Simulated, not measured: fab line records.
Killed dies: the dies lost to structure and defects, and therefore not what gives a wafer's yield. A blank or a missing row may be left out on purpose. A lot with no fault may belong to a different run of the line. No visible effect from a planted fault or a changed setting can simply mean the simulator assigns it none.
One fault through the eyes of 2 desks | flow sky130 | each desk holds nothing but its own numbers, with what lay behind them at the end

== TOOL OWNER'S DESK, rieMetal-02 ==
The tool's own readings at SKY_METAL2_ETCH_18 (etches BARC in N2/H2, stops on SiO2, time 45.9 s, target depth 60 nm): means of the sampled wafers that have a number, for each lot that ran on this tool. A lot is out of limits, marked OUT, if its mean lies more than 4 standard deviations from the usual mean; the brackets give that distance.
Columns: A = chamberPressureMTorr at SKY_METAL2_ETCH_18, usual 29.999 mTorr; B = drypumpMotorCurrentA at SKY_METAL2_ETCH_18, usual 5.6 A; C = n2FlowSccm at SKY_METAL2_ETCH_18, usual 100.0 sccm; D = oesProductAu at SKY_METAL2_ETCH_18, usual 0.854 a.u.; E = throttleValvePct at SKY_METAL2_ETCH_18, usual 13.224 %
lot  | first seen here | A      | B   | C     | D     | E
L395 | day 38 00:39    | 30.027 | 6.0 | 100.0 | 0.858 | 13.217
L406 | day 41 10:23    | 30.015 | 5.9 | 100.5 | 0.854 | 13.225
L407 | day 41 12:50    | 29.980 | 6.0 | 99.7  | 0.855 | 13.222
This desk found nothing out of limits on any of the 3 lots.

== AT THE METROLOGY DESK ==
Means of the sampled wafers that have a number, per lot and without regard to the tool the lot ran on: this is what the gauges read. A lot is out of limits, marked OUT, if its mean lies more than 4 standard deviations from the usual mean; the brackets give that distance.
Columns: A = METAL2_ALCU_THK at SKY_METAL2_THK_MEAS_06, usual 249.3 nm; B = cdNm at SKY_METAL2_CD_MEAS_15, usual 139.7 nm; C = METAL2_OVL at SKY_METAL2_OVL_MEAS_16, usual -2 nm
lot  | first seen here | A     | B     | C
L389 | day 35 09:16    | 249.7 | 137.2 | 4
L395 | day 36 22:41    | 250.0 | 140.7 | 1
L406 | day 40 10:11    | 249.0 | 140.6 | 1
L407 | day 40 12:08    | 246.2 | 142.1 | -4
L408 | day 40 16:41    | 252.2 | 138.4 | -6
L409 | day 41 04:54    | 249.1 | 139.2 | -8
This desk found nothing out of limits on any of the 6 lots.

== PUT TOGETHER ==
The desk of the tool owner found nothing out of limits.
Metrology desk: nothing out of limits seen.

== WHAT THE SIMULATOR HAD INSERTED ==
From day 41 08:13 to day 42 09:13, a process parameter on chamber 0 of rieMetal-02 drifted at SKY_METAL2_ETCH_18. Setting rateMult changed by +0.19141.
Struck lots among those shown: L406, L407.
